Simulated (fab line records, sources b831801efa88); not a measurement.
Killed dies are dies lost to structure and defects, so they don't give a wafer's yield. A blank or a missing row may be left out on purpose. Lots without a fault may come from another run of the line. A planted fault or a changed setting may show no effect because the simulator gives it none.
Which tool did it? | flow sky130 | 12 lots, 36 wafers sampled, at 4 steps of a route of 708

WHAT THE GAUGES READ, wafer by wafer
SKY_RES_PROTECT_TW_MEAS_08.
lot  | measured     | on            | POLY_GATE_TW
L533 | day 15 04:16 | film_metro-03 | 4010 3983 3993
L534 | day 15 12:23 | film_metro-02 | 4057 4047 4071
L535 | day 15 22:56 | film_metro-04 | 4059 4028 4057
L539 | day 17 12:23 | film_metro-02 | 4072 4061 4088
L540 | day 17 16:42 | film_metro-04 | 4034 4022 4027
L541 | day 19 00:01 | film_metro-04 | 4055 4065 4042
L547 | day 20 16:38 | film_metro-02 | 4101 4114 4104
L549 | day 21 01:47 | film_metro-04 | 4069 4051 4070
L548 | day 21 04:15 | film_metro-04 | 4076 4079 4064
L554 | day 22 21:51 | film_metro-02 | 4086 4091 4062
L555 | day 23 00:48 | film_metro-04 | 4067 4065 4098
L556 | day 23 07:19 | film_metro-04 | 4062 4015 4038

SKY_LDD_P_TW_MEAS_11.
lot  | measured     | on            | LDD_P_TW
L533 | day 19 02:32 | film_metro-03 | 633 629 627
L534 | day 19 13:13 | film_metro-01 | 636 639 636
L535 | day 20 00:17 | film_metro-03 | 626 627 630
L539 | day 21 13:14 | film_metro-02 | 644 643 645
L540 | day 21 16:29 | film_metro-01 | 633 630 631
L541 | day 23 02:11 | film_metro-01 | 634 633 630
L547 | day 24 17:50 | film_metro-03 | 626 629 629
L549 | day 25 01:03 | film_metro-03 | 717 723 719
L548 | day 25 03:26 | film_metro-02 | 738 739 743
L554 | day 26 20:18 | film_metro-01 | 635 635 636
L555 | day 27 04:53 | film_metro-01 | 635 633 636
L556 | day 27 05:37 | film_metro-02 | 647 649 648

WHICH TOOL RAN EACH LOT (tool, then ch and the chambers of the sampled wafers, then the start)
lot  | SKY_POLY_GATE_ETCH_15              | SKY_LDD_P_IMPLANT_09
L533 | rie_diel-02 ch 0,2,3, day 16 10:50 | implanter-02 ch 0, day 19 02:17
L534 | rie_diel-04 ch 0,2, day 16 21:50   | implanter-02 ch 0, day 19 12:58
L535 | rie_diel-04 ch 0,1,2, day 17 06:02 | implanter-01 ch 0, day 20 00:02
L539 | rie_diel-02 ch 1,3, day 18 20:14   | implanter-04 ch 0, day 21 13:00
L540 | rie_diel-04 ch 0,1,2, day 18 23:44 | implanter-04 ch 0, day 21 16:16
L541 | rie_diel-01 ch 2,3, day 20 09:32   | implanter-02 ch 0, day 23 01:56
L547 | rie_diel-01 ch 0,1,2, day 22 01:34 | implanter-04 ch 0, day 24 17:35
L549 | rie_diel-01 ch 2,3, day 22 10:14   | implanter-02 ch 0, day 25 00:49
L548 | rie_diel-04 ch 2,3, day 22 12:38   | implanter-02 ch 0, day 25 03:12
L554 | rie_diel-04 ch 1,2,3, day 24 05:20 | implanter-04 ch 0, day 26 20:04
L555 | rie_diel-04 ch 0,2,3, day 24 15:29 | implanter-04 ch 0, day 27 04:40
L556 | rie_diel-01 ch 0,1,3, day 24 15:29 | implanter-01 ch 0, day 27 05:22
- SKY_POLY_GATE_ETCH_15: etches BARC in N2/H2, stops on SiO2, time 118.5 s, target depth 110 nm.
- SKY_LDD_P_IMPLANT_09

WHAT THE TOOLS THEMSELVES READ (means of the sampled wafers that have a number; where no wafer has one, the mark that the record gives instead)
SKY_POLY_GATE_ETCH_15.
lot  | tool        | bias_w (W) | drypump_motor_current_A (A) | oes_product_au (a.u.) | throttle_valve_pct (%)
L533 | rie_diel-02 | 100.0      | 5.5                         | 0.723                 | 13.214
L534 | rie_diel-04 | 99.9       | 5.9                         | 0.718                 | 13.212
L535 | rie_diel-04 | 99.9       | 6.0                         | 0.718                 | 13.214
L539 | rie_diel-02 | 100.0      | 5.5                         | 0.717                 | 13.204
L540 | rie_diel-04 | 100.0      | 6.0                         | 0.721                 | 13.207
L541 | rie_diel-01 | 100.0      | 5.9                         | 0.715                 | 13.207
L547 | rie_diel-01 | 99.9       | 5.4                         | 0.718                 | 13.217
L549 | rie_diel-01 | 100.1      | 5.9                         | 0.718                 | 13.211
L548 | rie_diel-04 | 99.5       | 5.9                         | 0.719                 | 13.211
L554 | rie_diel-04 | 100.4      | 6.0                         | 0.718                 | 13.205
L555 | rie_diel-04 | 100.0      | 6.0                         | 0.716                 | 13.210
L556 | rie_diel-01 | 99.8       | 5.9                         | 0.719                 | 13.209

SKY_LDD_P_IMPLANT_09.
lot  | tool         | dose_ions_cm2 | faraday_current_uA
L533 | implanter-02 | 1.0009e+13    | 56.1
L534 | implanter-02 | 1.0010e+13    | 56.9
L535 | implanter-01 | 1.0005e+13    | 57.6
L539 | implanter-04 | 9.9883e+12    | 55.9
L540 | implanter-04 | 1.0003e+13    | 57.6
L541 | implanter-02 | 1.0001e+13    | 57.5
L547 | implanter-04 | 9.9953e+12    | 55.4
L549 | implanter-02 | 1.5423e+13    | 86.7
L548 | implanter-02 | 1.5429e+13    | 87.4
L554 | implanter-04 | 1.0008e+13    | 56.3
L555 | implanter-04 | 1.0001e+13    | 57.3
L556 | implanter-01 | 9.9957e+12    | 56.3

THE ANSWER, worked out from the rows above alone
Rule: what is usual is taken from the lots themselves. Put in order of their means at a reading, lots are off if they are a third of the lots or fewer, leave a main group of 4 or more, and stand apart from it by a gap of 3 or more times the standard deviation of the main group's means; of several such gaps the widest counts. A main group whose means are all the same, to the digits that the tables above print for the reading, isn't used. A lot without any number at a reading at which 4 lots or more have one is off too. The other lots that the step has rows for count as sound. The gauges are gone through in route order, then the tools' own readings, and for those a lot's mean is taken as printed above. The first step at which some lot is off is used, and at that step the reading that is off furthest; a lot without a number counts as furthest.
Off: L549, L548, at SKY_LDD_P_TW_MEAS_11 (LDD_P_TW). The main group: mean 635, standard deviation 6.4.
A tool fits if, at a process step before that reading, it ran every lot that is off, and no sound lot after the first of them. The gauges at SKY_LDD_P_TW_MEAS_11 aren't tried: what is off there is off at SKY_LDD_P_IMPLANT_09 too, on other tools, and a gauge's error can't cause that. One fits: implanter-02 at SKY_LDD_P_IMPLANT_09. Its last sound lot is L541 (day 23 01:56), its first lot that is off L549 (day 25 00:49): a fault that began between those two fits.
The tool's own readings at SKY_LDD_P_IMPLANT_09 bear it out: on the lots that are off they differ by more than 5 times the standard deviation of the sound lots' means. dose_ions_cm2 reads 1.5426e+13 there against 1.0002e+13 on the sound lots; faraday_current_uA reads 87.1 there against 56.7 on the sound lots.

WHAT THE SIMULATOR HAD PUT IN
Process parameter drift: implanter-02, from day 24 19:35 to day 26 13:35, at SKY_LDD_P_IMPLANT_09. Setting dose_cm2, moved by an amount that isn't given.
Lots struck among those shown: L549, L548. The rule above found the same.
